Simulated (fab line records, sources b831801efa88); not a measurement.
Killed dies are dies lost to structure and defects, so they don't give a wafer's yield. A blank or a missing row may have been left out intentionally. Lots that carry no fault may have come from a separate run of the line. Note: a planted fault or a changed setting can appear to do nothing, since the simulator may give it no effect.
fab line records ; flow sky130
record lots=13; wafers=39; lastDay=50
route steps=708 shown GATE_OXIDE@197 LDD_HVP@281 POLY_CUT@316 PAD_OPEN@708
lots that met no fault: taken from a fault-free run of the same line
startH: hours from the record's opening day to when the first of the lot's shown wafers began ; waitH: hours from the lot's prior step to this one ; " the same as in the row above ; L1.1+2: a row that stands for several wafers ; - either no value or no given start ; * or withheld: withheld ; < > ~ a bound
route shown NAME@n: NAME is a module with steps in the file, n the number in the route of the first one ; usual: the fault-free wafers' mean and standard deviation ; same: alike in all rows ; chamber/n: place in a boat ; sites: the reading at each site ; _std_site: their standard deviation ; _edge_site: outer sites' mean less inner sites' ; radiusMm: for every site, how far away it sits from the centre of the wafer ; mask NAME#n: copy n ; behind: tool/chamber where the wafer was last shaped ; hold: cause of the lot's hold/its duration in hours/its outcome ; device: which transistor (n, p or np) failed to switch ; end of line: tests of these same wafers at the route's end ; a step given without rows: its recipe and nothing more ; killed: not the wafer's yield, but the dies lost to structure and defects at the first sort ; map: a wafer's dies, marking killed ones x, the rest . and places with no die _
set.NAME: the run value of the setting; set.NAME@STEP: its run value at that earlier step ; model.NAME: the simulator's own value behind a step, which no gauge read
one table for each step of the route and one row for each wafer, over a sample of lots
services: a tool's chamber out of use, with start hour (startH, from the record's first day; less than 0 if before it), hours out, and reason
## steps
# step SKY_GATE_OXIDE_OVL_MEAS_10
# usual GATE_OXIDE_OVL=0.2/1.5
lot.wafer;tool;chamber;startH;waitH;GATE_OXIDE_OVL[nm]
L756.3;overlay-01;-;308.93;0.1;-0.3
L756.5;overlay-01;-;308.93;0.1;1.5
L756.6;overlay-01;-;308.93;0.1;-2.3
L757.2;overlay-01;-;319.53;0.1;0.5
L757.3;overlay-01;-;319.53;0.1;0.4
L757.5;overlay-01;-;319.53;0.1;1.5
L763.1;overlay-01;-;361.66;0.1;0.0
L763.3;overlay-01;-;361.66;0.1;0.5
L763.6;overlay-01;-;361.66;0.1;-0.3
L764.3;overlay-02;-;367.29;0.1;-3.0
L764.4;overlay-02;-;367.29;0.1;-1.4
L764.6;overlay-02;-;367.29;0.1;-1.6
L765.3;overlay-01;-;380.37;0.1;-0.9
L765.5;overlay-01;-;380.37;0.1;-0.6
L765.6;overlay-01;-;380.37;0.1;-1.3
L769.1;overlay-01;-;419.47;0.1;-1.5
L769.2;overlay-01;-;419.47;0.1;-1.4
L769.5;overlay-01;-;419.47;0.1;-0.2
L771.1;overlay-02;-;430.46;0.1;0.6
L771.2;overlay-02;-;430.46;0.1;1.5
L771.6;overlay-02;-;430.46;0.1;0.9
L773.2;overlay-02;-;449.57;0.1;-0.7
L773.3;overlay-02;-;449.57;0.1;1.5
L773.5;overlay-02;-;449.57;0.1;0.0
L775.1;overlay-02;-;463.26;0.1;1.5
L775.2;overlay-02;-;463.26;0.1;0.1
L775.6;overlay-02;-;463.26;0.1;0.0
L774.1;overlay-01;-;463.56;0.1;-2.2
L774.2;overlay-01;-;463.56;0.1;-1.5
L774.6;overlay-01;-;463.56;0.1;-1.1
L777.1;overlay-02;-;492.56;0.1;-1.0
L777.2;overlay-02;-;492.56;0.1;-1.2
L777.5;overlay-02;-;492.56;0.1;-1.3
L778.3;overlay-01;-;500.44;0.1;0.1
L778.5;overlay-01;-;500.44;0.1;1.6
L778.6;overlay-01;-;500.44;0.1;-0.7
L779.2;overlay-02;-;500.52;0.1;2.1
L779.4;overlay-02;-;500.52;0.1;1.3
L779.5;overlay-02;-;500.52;0.1;1.4
# step SKY_LDD_HVP_SOFTBAKE_03
# recipe tempC=90; timeS=60; resist=NOVOLAK
# usual heaterPowerTotalW=56.59/0.046; plateTempC=90.03/0.14
lot.wafer;tool;chamber;startH;waitH;heaterPowerTotalW;plateTempC
L756.3;lithoTrack-03;0;487.37;0.1;56.52;90.09
L756.5;lithoTrack-03;0;487.37;0.1;56.54;90.06
L756.6;lithoTrack-03;0;487.37;0.1;56.60;89.86
L757.2;lithoTrack-03;0;491.19;0.1;56.51;90.19
L757.3;lithoTrack-03;0;491.19;0.1;56.59;90.15
L757.5;lithoTrack-03;0;491.19;0.1;56.66;89.82
L763.1;lithoTrack-02;0;538.71;0.1;56.59;90.00
L763.3;lithoTrack-02;0;538.71;0.1;56.63;90.05
L763.6;lithoTrack-02;0;538.71;0.1;56.56;89.69
L764.3;lithoTrack-02;0;551.91;0.1;57.25;90.83
L764.4;lithoTrack-02;0;551.91;0.1;57.26;90.88
L764.6;lithoTrack-02;0;551.91;0.1;57.28;90.76
L765.3;lithoTrack-02;0;559.26;0.1;57.20;90.83
L765.5;lithoTrack-02;0;559.26;0.1;57.22;90.66
L765.6;lithoTrack-02;0;559.26;0.1;57.21;90.75
L769.1;lithoTrack-04;0;597.01;0.1;56.61;89.64
L769.2;lithoTrack-04;0;597.01;0.1;56.65;89.97
L769.5;lithoTrack-04;0;597.01;0.1;56.60;89.91
L771.1;lithoTrack-03;0;612.61;0.1;56.68;90.05
L771.2;lithoTrack-03;0;612.61;0.1;56.59;89.80
L771.6;lithoTrack-03;0;612.61;0.1;56.62;90.08
L773.2;lithoTrack-03;0;627.79;0.1;56.54;90.02
L773.3;lithoTrack-03;0;627.79;0.1;56.56;89.73
L773.5;lithoTrack-03;0;627.79;0.1;56.56;89.92
L775.1;lithoTrack-03;0;634.16;0.1;56.65;89.90
L775.2;lithoTrack-03;0;634.16;0.1;56.55;90.02
L775.6;lithoTrack-03;0;634.16;0.1;56.60;90.00
L774.1;lithoTrack-02;0;635.71;0.1;56.58;90.01
L774.2;lithoTrack-02;0;635.71;0.1;56.61;89.95
L774.6;lithoTrack-02;0;635.71;0.1;56.56;89.81
L777.1;lithoTrack-04;0;664.31;0.1;56.65;90.27
L777.2;lithoTrack-04;0;664.31;0.1;56.60;90.20
L777.5;lithoTrack-04;0;664.31;0.1;56.63;90.25
L778.3;lithoTrack-02;0;671.51;0.1;56.56;90.38
L778.5;lithoTrack-02;0;671.51;0.1;56.64;90.07
L778.6;lithoTrack-02;0;671.51;0.1;56.55;90.26
L779.2;lithoTrack-03;0;672.34;0.1;56.58;90.26
L779.4;lithoTrack-03;0;672.34;0.1;56.56;90.19
L779.5;lithoTrack-03;0;672.34;0.1;56.53;90.29
# step SKY_LDD_HVP_STRIP_09
# recipe chemistry=O2/N2; powerW=1400; pressureMtorr=1500; platenTempC=withheld; o2FlowSccm=3000; n2FlowSccm=300; overashFraction=0.5
# usual drypumpMotorCurrentA=5.4/0.37; n2FlowSccm=300.0/0.82; oesProductAu=0.408/0.0047; stripTimeToEndpointS=4.137/0.012
lot.wafer;tool;chamber;startH;waitH;drypumpMotorCurrentA;n2FlowSccm;oesProductAu;rfHoursCounterH;stripTimeToEndpointS
L756.3;plasmaAsher-04;0;503.53;0.1;5.1;299.3;0.396;-;4.158
L756.5;plasmaAsher-04;0;503.53;0.1;5.1;299.9;0.408;-;4.152
L756.6;plasmaAsher-04;1;503.53;0.1;5.4;299.5;0.407;-;4.128
L757.2;plasmaAsher-01;0;507.39;0.1;5.1;299.2;0.411;9;4.144
L757.3;plasmaAsher-01;0;507.39;0.1;5.1;301.3;0.405;-;4.131
L757.5;plasmaAsher-01;0;507.39;0.1;5.1;299.3;0.409;-;4.139
L763.1;plasmaAsher-04;1;553.75;0.1;5.4;298.0;0.403;37;4.119
L763.3;plasmaAsher-04;1;553.75;0.1;5.4;299.8;0.400;-;4.113
L763.6;plasmaAsher-04;1;553.75;0.1;5.4;299.2;0.415;-;4.119
L764.3;plasmaAsher-01;1;566.78;0.1;5.0;298.5;0.404;-;4.142
L764.4;plasmaAsher-01;0;566.78;0.1;5.1;299.9;0.412;-;4.146
L764.6;plasmaAsher-01;0;566.78;0.1;5.1;300.1;0.415;-;4.135
L765.3;plasmaAsher-04;1;573.88;0.1;5.4;299.5;0.393;-;4.136
L765.5;plasmaAsher-04;0;573.88;0.1;5.1;298.9;0.398;-;4.103
L765.6;plasmaAsher-04;1;573.88;0.1;5.4;300.8;0.410;-;4.124
L769.1;plasmaAsher-01;0;612.00;0.1;5.1;299.4;0.405;19;4.155
L769.2;plasmaAsher-01;1;612.00;0.1;5.0;300.8;0.412;19;4.141
L769.5;plasmaAsher-01;0;612.00;0.1;5.1;299.7;0.412;-;4.133
L771.1;plasmaAsher-01;0;627.29;0.1;5.1;299.5;0.403;20;4.145
L771.2;plasmaAsher-01;1;627.29;0.1;5.0;300.3;0.405;20;4.152
L771.6;plasmaAsher-01;0;627.29;0.1;5.1;300.3;0.415;-;4.145
L773.2;plasmaAsher-01;0;642.05;0.1;5.1;300.1;0.404;22;4.149
L773.3;plasmaAsher-01;1;642.05;0.1;5.0;299.6;0.406;-;4.154
L773.5;plasmaAsher-01;0;642.05;0.1;5.1;300.3;0.409;-;4.130
L775.1;plasmaAsher-03;1;648.20;0.1;5.3;300.6;0.411;96;4.126
L775.2;plasmaAsher-03;0;648.20;0.1;6.1;299.8;0.413;96;4.139
L775.6;plasmaAsher-03;0;648.20;0.1;6.1;301.2;0.411;-;4.160
L774.1;plasmaAsher-03;0;649.99;0.1;6.1;298.6;0.414;96;4.144
L774.2;plasmaAsher-03;1;649.99;0.1;5.3;300.4;0.402;96;4.138
L774.6;plasmaAsher-03;0;649.99;0.1;6.1;300.0;0.404;-;4.119
L777.1;plasmaAsher-01;0;678.00;0.1;5.1;299.7;0.400;25;4.135
L777.2;plasmaAsher-01;1;678.00;0.1;5.0;299.6;0.411;25;4.131
L777.5;plasmaAsher-01;1;678.00;0.1;5.0;299.8;0.415;-;4.133
L778.3;plasmaAsher-03;0;685.58;0.1;6.1;300.3;0.410;-;4.116
L778.5;plasmaAsher-03;0;685.58;0.1;6.1;300.8;0.408;-;4.131
L778.6;plasmaAsher-03;1;685.58;0.1;5.4;300.7;0.402;-;4.126
L779.2;plasmaAsher-01;1;686.60;0.1;5.0;300.9;0.421;26;4.149
L779.4;plasmaAsher-01;0;686.60;0.1;5.1;298.9;0.408;-;4.145
L779.5;plasmaAsher-01;0;686.60;0.1;5.1;300.0;0.406;-;4.127
# step SKY_POLY_CUT_OVL_MEAS_09
# usual POLY_CUT_OVL=-3/6.2
lot.wafer;tool;chamber;startH;waitH;POLY_CUT_OVL[nm]
L756.3;overlay-01;-;567.11;0.1;-6
L756.5;overlay-01;-;567.11;0.1;-1
L756.6;overlay-01;-;567.11;0.1;-1
L757.2;overlay-01;-;569.18;0.1;-10
L757.3;overlay-01;-;569.18;0.1;-13
L757.5;overlay-01;-;569.18;0.1;-7
L763.1;overlay-02;-;615.55;0.1;-8
L763.3;overlay-02;-;615.55;0.1;-4
L763.6;overlay-02;-;615.55;0.1;-4
L764.3;overlay-02;-;629.06;0.1;0
L764.4;overlay-02;-;629.06;0.1;-2
L764.6;overlay-02;-;629.06;0.1;-6
L765.3;overlay-02;-;633.66;0.1;11
L765.5;overlay-02;-;633.66;0.1;7
L765.6;overlay-02;-;633.66;0.1;15
L769.1;overlay-02;-;670.59;0.1;-7
L769.2;overlay-02;-;670.59;0.1;1
L769.5;overlay-02;-;670.59;0.1;-14
L771.1;overlay-02;-;689.13;0.1;2
L771.2;overlay-02;-;689.13;0.1;-3
L771.6;overlay-02;-;689.13;0.1;-6
L773.2;overlay-02;-;706.24;0.1;-2
L773.3;overlay-02;-;706.24;0.1;-1
L773.5;overlay-02;-;706.24;0.1;-6
L775.1;overlay-02;-;710.48;0.1;-2
L775.2;overlay-02;-;710.48;0.1;-9
L775.6;overlay-02;-;710.48;0.1;-11
L774.1;overlay-02;-;710.75;0.1;9
L774.2;overlay-02;-;710.75;0.1;-8
L774.6;overlay-02;-;710.75;0.1;1
L777.1;overlay-01;-;733.89;0.1;0
L777.2;overlay-01;-;733.89;0.1;3
L777.5;overlay-01;-;733.89;0.1;-11
L778.3;overlay-01;-;743.10;0.1;-10
L778.5;overlay-01;-;743.10;0.1;-12
L778.6;overlay-01;-;743.10;0.1;-7
L779.2;overlay-01;-;743.44;0.1;1
L779.4;overlay-01;-;743.44;0.1;-3
L779.5;overlay-01;-;743.44;0.1;-13
# step SKY_PAD_OPEN_PROBE_99
# usual killed_at_M0_to_M3=44/7.3; killed_at_M4_up=3.0/1.9; killedAtContacts=24/5; killedAtFrontEnd=16/4.5; killedAtOther=0.3/0.46; killedDies=87/10; killedOpen=47/8.3; killedShort=39/6.4
# same grossDies=492; killedAtBackSide=0
lot.wafer;tool;chamber;startH;waitH;killed_at_M0_to_M3;killed_at_M4_up;killedAtContacts;killedAtFrontEnd;killedAtOther;killedDies;killedOpen;killedShort
L756.3;prober-01;-;1081.39;0.2;47;4;16;26;0;93;46;47
L756.5;prober-01;-;1081.49;0.2;52;2;30;15;0;99;64;35
L756.6;prober-01;-;1081.54;0.2;50;6;35;9;0;100;58;42
L757.2;prober-02;-;1082.84;0.1;38;2;28;12;0;80;42;38
L757.3;prober-02;-;1082.89;0.2;43;4;16;27;1;91;48;43
L757.5;prober-02;-;1082.99;0.2;38;1;29;20;1;89;50;39
L763.1;prober-01;-;1114.25;0.1;49;0;23;13;0;85;55;30
L763.3;prober-01;-;1114.35;0.2;36;3;10;18;0;67;34;33
L763.6;prober-01;-;1114.50;0.2;47;5;25;10;0;87;48;39
L764.3;prober-01;-;1122.85;0.2;47;1;22;16;0;86;42;44
L764.4;prober-01;-;1122.90;0.2;48;5;28;17;0;98;52;46
L764.6;prober-01;-;1123.00;0.2;54;1;28;16;0;99;53;46
L765.3;prober-02;-;1125.03;0.2;30;3;22;12;0;67;37;30
L765.5;prober-02;-;1125.13;0.2;27;2;25;18;1;73;50;23
L765.6;prober-02;-;1125.18;0.2;35;0;14;6;0;55;33;22
L769.1;prober-01;-;1150.94;0.1;38;3;21;19;0;81;41;40
L769.2;prober-01;-;1150.99;0.1;34;2;30;20;0;86;53;33
L769.5;prober-01;-;1151.14;0.2;40;2;22;12;1;77;41;36
L771.1;prober-02;-;1162.75;0.1;51;4;25;32;0;112;68;44
L771.2;prober-02;-;1162.80;0.1;49;1;32;21;0;103;51;52
L771.6;prober-02;-;1163.00;0.2;58;5;19;10;0;92;46;46
L773.2;prober-02;-;1173.05;0.1;45;7;16;21;0;89;47;42
L773.3;prober-02;-;1173.10;0.2;37;4;22;22;0;85;45;40
L773.5;prober-02;-;1173.20;0.2;37;4;19;16;0;76;35;41
L774.1;prober-01;-;1177.17;0.1;40;2;28;13;0;83;48;35
L774.2;prober-01;-;1177.22;0.1;33;3;20;20;1;77;34;43
L774.6;prober-01;-;1177.42;0.2;40;6;19;13;0;78;37;41
L775.1;prober-02;-;1177.78;0.1;43;8;17;16;0;84;42;42
L775.2;prober-02;-;1177.83;0.1;36;3;26;23;0;88;53;35
L775.6;prober-02;-;1178.03;0.2;43;3;18;16;0;80;48;32
L777.1;prober-02;-;1189.19;0.1;45;4;23;8;0;80;40;40
L777.2;prober-02;-;1189.24;0.1;38;7;20;16;1;82;47;35
L777.5;prober-02;-;1189.39;0.2;42;6;18;9;0;75;33;42
L778.3;prober-01;-;1195.79;0.2;45;0;25;18;0;88;47;41
L778.5;prober-01;-;1195.89;0.2;38;4;21;20;1;84;47;37
L778.6;prober-01;-;1195.94;0.2;46;2;34;22;0;104;61;43
L779.2;prober-02;-;1197.73;0.1;43;4;19;17;0;83;51;32
L779.4;prober-02;-;1197.83;0.2;45;2;28;11;0;86;47;39
L779.5;prober-02;-;1197.88;0.2;50;3;30;15;0;98;62;36
# killed by level:class
L756.3 VIA1:geometricParticle:open=10 FIELD_ISO:geometricParticle:short=9 VIA1:geometricParticle:short=9 FIELD_ISO:geometricParticle:open=8 METAL2:geometricParticle:short=8 CONTACT:geometricParticle:open=8 POLY_GATE:geometricParticle:short=4 LI_CONTACT:geometricParticle:open=4
L756.5 VIA1:geometricParticle:open=15 CONTACT:geometricParticle:open=13 VIA3:geometricParticle:open=10 LI_CONTACT:geometricParticle:open=8 VIA1:geometricParticle:short=5 CONTACT:geometricParticle:short=5 VIA2:geometricParticle:open=5 FIELD_ISO:geometricParticle:short=4
L756.6 CONTACT:geometricParticle:open=21 VIA1:geometricParticle:open=10 VIA1:geometricParticle:short=10 LI_CONTACT:geometricParticle:open=6 CONTACT:geometricParticle:short=6 VIA2:geometricParticle:open=6 METAL1:geometricParticle:short=5 VIA3:geometricParticle:short=5
L757.2 LI_CONTACT:geometricParticle:open=10 METAL2:geometricParticle:short=8 CONTACT:geometricParticle:open=7 FIELD_ISO:geometricParticle:open=5 VIA2:geometricParticle:open=5 CONTACT:geometricParticle:short=5 METAL1:geometricParticle:short=5 VIA1:geometricParticle:open=5
L757.3 FIELD_ISO:geometricParticle:open=10 CONTACT:geometricParticle:open=10 METAL1:geometricParticle:short=8 POLY_GATE:geometricParticle:short=7 METAL3:geometricParticle:short=6 VIA1:geometricParticle:open=6 VIA3:geometricParticle:open=5 FIELD_ISO:geometricParticle:short=4
L757.5 CONTACT:geometricParticle:open=10 LI_CONTACT:geometricParticle:open=8 VIA1:geometricParticle:open=8 VIA3:geometricParticle:open=6 CONTACT:geometricParticle:short=6 METAL2:geometricParticle:short=5 VIA2:geometricParticle:open=5 POLY_GATE:geometricParticle:short=4
L763.1 VIA1:geometricParticle:open=16 LI_CONTACT:geometricParticle:open=10 VIA2:geometricParticle:open=10 CONTACT:geometricParticle:open=7 METAL1:geometricParticle:short=7 FIELD_ISO:geometricParticle:open=5 VIA1:geometricParticle:short=5 LI_CONTACT:geometricParticle:short=3
L763.3 VIA1:geometricParticle:open=8 FIELD_ISO:geometricParticle:short=5 METAL1:geometricParticle:open=4 SPACER:geometricParticle:short=4 VIA3:geometricParticle:open=4 CONTACT:geometricParticle:open=4 METAL2:geometricParticle:short=4 POLY_GATE:geometricParticle:open=3
L763.6 LI_CONTACT:geometricParticle:open=9 VIA3:geometricParticle:open=8 VIA1:geometricParticle:short=8 CONTACT:geometricParticle:short=6 VIA1:geometricParticle:open=6 VIA2:geometricParticle:open=6 LOCAL_INTERCONNECT:geometricParticle:short=4 CONTACT:geometricParticle:open=4
L764.3 CONTACT:geometricParticle:open=10 VIA1:geometricParticle:open=9 METAL1:geometricParticle:short=9 METAL2:geometricParticle:short=8 CONTACT:geometricParticle:short=7 VIA2:geometricParticle:open=6 METAL3:geometricParticle:short=6 FIELD_ISO:geometricParticle:open=5
L764.4 LI_CONTACT:geometricParticle:open=11 CONTACT:geometricParticle:open=9 VIA1:geometricParticle:open=9 VIA1:geometricParticle:short=8 METAL2:geometricParticle:short=8 VIA2:geometricParticle:open=7 METAL1:geometricParticle:short=7 POLY_GATE:geometricParticle:open=5
L764.6 VIA1:geometricParticle:open=16 METAL2:geometricParticle:short=11 CONTACT:geometricParticle:open=11 METAL1:geometricParticle:short=8 LOCAL_INTERCONNECT:geometricParticle:short=6 CONTACT:geometricParticle:short=6 VIA3:geometricParticle:open=6 FIELD_ISO:geometricParticle:open=5
L765.3 LI_CONTACT:geometricParticle:open=7 CONTACT:geometricParticle:open=6 LI_CONTACT:geometricParticle:short=6 POLY_GATE:geometricParticle:open=5 VIA1:geometricParticle:short=4 METAL1:geometricParticle:short=4 METAL3:geometricParticle:short=4 VIA3:geometricParticle:open=4
L765.5 LI_CONTACT:geometricParticle:open=11 VIA1:geometricParticle:open=8 CONTACT:geometricParticle:open=6 FIELD_ISO:geometricParticle:open=5 POLY_GATE:geometricParticle:open=5 LOCAL_INTERCONNECT:geometricParticle:short=4 VIA2:geometricParticle:open=4 VIA3:geometricParticle:open=4
L765.6 VIA1:geometricParticle:open=7 VIA3:geometricParticle:open=6 CONTACT:geometricParticle:open=6 METAL2:geometricParticle:short=6 VIA2:geometricParticle:open=5 LI_CONTACT:geometricParticle:open=3 VIA2:geometricParticle:short=3 POLY_GATE:geometricParticle:open=2
L769.1 VIA1:geometricParticle:open=11 LI_CONTACT:geometricParticle:open=7 FIELD_ISO:geometricParticle:short=6 METAL2:geometricParticle:short=6 VIA2:geometricParticle:open=6 CONTACT:geometricParticle:open=5 VIA1:geometricParticle:short=5 POLY_GATE:geometricParticle:short=4
L769.2 CONTACT:geometricParticle:open=17 POLY_GATE:geometricParticle:open=7 LI_CONTACT:geometricParticle:open=6 VIA1:geometricParticle:open=6 POLY_GATE:geometricParticle:short=5 LOCAL_INTERCONNECT:geometricParticle:short=5 VIA3:geometricParticle:open=5 VIA2:geometricParticle:open=4
L769.5 VIA1:geometricParticle:short=8 POLY_GATE:geometricParticle:open=7 CONTACT:geometricParticle:short=7 CONTACT:geometricParticle:open=7 VIA3:geometricParticle:open=6 VIA1:geometricParticle:open=5 VIA2:geometricParticle:open=5 VIA3:geometricParticle:short=5
L771.1 VIA1:geometricParticle:open=17 LI_CONTACT:geometricParticle:open=11 FIELD_ISO:geometricParticle:short=10 VIA3:geometricParticle:open=10 FIELD_ISO:geometricParticle:open=8 CONTACT:geometricParticle:open=8 VIA1:geometricParticle:short=6 METAL1:geometricParticle:short=6
L771.2 VIA1:geometricParticle:open=11 CONTACT:geometricParticle:open=10 LOCAL_INTERCONNECT:geometricParticle:short=9 METAL1:geometricParticle:short=8 POLY_GATE:geometricParticle:open=7 METAL2:geometricParticle:short=7 LI_CONTACT:geometricParticle:open=5 VIA3:geometricParticle:short=5
L771.6 LI_CONTACT:geometricParticle:open=9 METAL1:geometricParticle:short=9 VIA1:geometricParticle:open=9 VIA3:geometricParticle:open=9 METAL2:geometricParticle:short=7 VIA1:geometricParticle:short=7 VIA2:geometricParticle:open=6 CONTACT:geometricParticle:open=4
L773.2 VIA1:geometricParticle:open=10 CONTACT:geometricParticle:open=10 METAL2:geometricParticle:short=8 METAL4:geometricParticle:short=7 POLY_GATE:geometricParticle:open=7 METAL1:geometricParticle:short=6 FIELD_ISO:geometricParticle:short=5 VIA2:geometricParticle:open=4
L773.3 FIELD_ISO:geometricParticle:open=10 VIA2:geometricParticle:open=9 METAL1:geometricParticle:short=9 FIELD_ISO:geometricParticle:short=6 CONTACT:geometricParticle:short=6 CONTACT:geometricParticle:open=6 VIA1:geometricParticle:open=5 VIA1:geometricParticle:short=5
L773.5 METAL2:geometricParticle:short=8 VIA1:geometricParticle:open=7 CONTACT:geometricParticle:short=6 LI_CONTACT:geometricParticle:open=5 LOCAL_INTERCONNECT:geometricParticle:short=5 VIA1:geometricParticle:short=5 METAL3:geometricParticle:short=5 POLY_GATE:geometricParticle:open=4
L774.1 LI_CONTACT:geometricParticle:open=10 METAL1:geometricParticle:short=8 CONTACT:geometricParticle:open=8 VIA3:geometricParticle:open=7 POLY_GATE:geometricParticle:short=6 VIA2:geometricParticle:open=6 POLY_GATE:geometricParticle:open=5 CONTACT:geometricParticle:short=5
L774.2 FIELD_ISO:geometricParticle:open=6 METAL1:geometricParticle:short=6 LI_CONTACT:geometricParticle:open=6 CONTACT:geometricParticle:open=6 VIA1:geometricParticle:open=6 VIA1:geometricParticle:short=5 FIELD_ISO:geometricParticle:short=4 METAL2:geometricParticle:short=4
L774.6 VIA3:geometricParticle:open=9 CONTACT:geometricParticle:open=8 POLY_GATE:geometricParticle:short=6 METAL4:geometricParticle:short=5 METAL1:geometricParticle:short=5 METAL2:geometricParticle:short=5 VIA2:geometricParticle:open=5 LOCAL_INTERCONNECT:geometricParticle:short=4
L775.1 CONTACT:geometricParticle:open=8 VIA3:geometricParticle:open=8 VIA1:geometricParticle:open=8 METAL4:geometricParticle:short=8 POLY_GATE:geometricParticle:open=6 METAL1:geometricParticle:short=5 VIA1:geometricParticle:short=5 VIA2:geometricParticle:short=5
L775.2 LI_CONTACT:geometricParticle:open=10 VIA1:geometricParticle:open=10 CONTACT:geometricParticle:open=8 POLY_GATE:geometricParticle:open=7 POLY_GATE:geometricParticle:short=7 METAL2:geometricParticle:short=5 VIA2:geometricParticle:open=4 CONTACT:geometricParticle:short=4
L775.6 VIA1:geometricParticle:open=22 CONTACT:geometricParticle:open=6 CONTACT:geometricParticle:short=6 VIA3:geometricParticle:open=4 POLY_GATE:geometricParticle:open=4 VIA1:geometricParticle:short=4 FIELD_ISO:geometricParticle:short=3 FIELD_ISO:geometricParticle:open=3
L777.1 METAL2:geometricParticle:short=9 VIA3:geometricParticle:open=9 VIA1:geometricParticle:open=8 CONTACT:geometricParticle:open=7 METAL1:geometricParticle:short=6 LI_CONTACT:geometricParticle:open=5 FIELD_ISO:geometricParticle:open=4 LOCAL_INTERCONNECT:geometricParticle:short=4
L777.2 CONTACT:geometricParticle:open=11 VIA2:geometricParticle:open=9 FIELD_ISO:geometricParticle:open=7 VIA1:geometricParticle:open=6 METAL4:geometricParticle:short=6 FIELD_ISO:geometricParticle:short=4 METAL1:geometricParticle:short=4 METAL2:geometricParticle:short=4
L777.5 CONTACT:geometricParticle:open=10 VIA1:geometricParticle:open=8 METAL1:geometricParticle:short=6 METAL2:geometricParticle:short=6 POLY_GATE:geometricParticle:short=5 METAL4:geometricParticle:short=5 CONTACT:geometricParticle:short=4 VIA1:geometricParticle:short=4
L778.3 VIA1:geometricParticle:open=10 LI_CONTACT:geometricParticle:open=8 VIA2:geometricParticle:open=8 POLY_GATE:geometricParticle:open=7 LOCAL_INTERCONNECT:geometricParticle:short=7 VIA3:geometricParticle:open=6 POLY_GATE:geometricParticle:short=5 VIA1:geometricParticle:short=5
L778.5 FIELD_ISO:geometricParticle:open=8 CONTACT:geometricParticle:open=8 VIA1:geometricParticle:open=8 LI_CONTACT:geometricParticle:open=6 METAL1:geometricParticle:short=6 VIA2:geometricParticle:open=6 POLY_GATE:geometricParticle:short=5 LOCAL_INTERCONNECT:geometricParticle:short=4
L778.6 CONTACT:geometricParticle:open=12 VIA1:geometricParticle:open=11 VIA3:geometricParticle:open=8 CONTACT:geometricParticle:short=7 VIA1:geometricParticle:short=7 FIELD_ISO:geometricParticle:open=6 LI_CONTACT:geometricParticle:open=6 VIA2:geometricParticle:open=6
L779.2 VIA1:geometricParticle:open=10 LI_CONTACT:geometricParticle:open=8 FIELD_ISO:geometricParticle:open=6 POLY_GATE:geometricParticle:short=6 VIA3:geometricParticle:open=6 CONTACT:geometricParticle:open=5 METAL3:geometricParticle:short=5 METAL1:geometricParticle:short=4
L779.4 LI_CONTACT:geometricParticle:open=12 VIA1:geometricParticle:open=8 VIA3:geometricParticle:open=6 CONTACT:geometricParticle:open=6 METAL1:geometricParticle:short=6 METAL2:geometricParticle:open=5 VIA1:geometricParticle:short=5 FIELD_ISO:geometricParticle:open=4
L779.5 CONTACT:geometricParticle:open=17 VIA1:geometricParticle:open=11 VIA2:geometricParticle:open=10 METAL1:geometricParticle:short=8 LI_CONTACT:geometricParticle:open=6 VIA1:geometricParticle:short=6 FIELD_ISO:geometricParticle:open=5 METAL2:geometricParticle:short=4
## services
tool;chamber;startH;hours;kind
plasmaAsher-04;-;474.27;28.1;pm
plasmaAsher-01;-;481.38;2.2;repair
plasmaAsher-04;-;504.01;0.9;repair
## key
firstSign step=SKY_LDD_HVP_SOFTBAKE_03; reading=heaterPowerTotalW; direction=up; sigmas=14; usual=*; struck=*
effect step=SKY_LDD_HVP_SOFTBAKE_03; reading=plateTempC; direction=up; sigmas=5.4; usual=*; struck=*
metAt SKY_LDD_HVP_SOFTBAKE_03
struckLots L764,L765
testerLeftOut L764,L765
notActingAt SKY_GATE_OXIDE_OVL_MEAS_10,SKY_LDD_HVP_STRIP_09,SKY_POLY_CUT_OVL_MEAS_09
onsetBetween 538.71 551.91
fault kind=processParameterDrift; tool=lithoTrack-02; chamber=-; onsetH=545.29; steps=SKY_LDD_HVP_SOFTBAKE_03; channel=tempC; offset=*; shape=step; endH=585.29; actsIn=*; stated=*
# testerLeftOut: of these lots the tester's yield and bins aren't shown, on N5 and GAA mostly nor the transistor test; their killed dies are dies lost to structure and defects alone, not to doping, threshold or leakage, so they don't give the yield
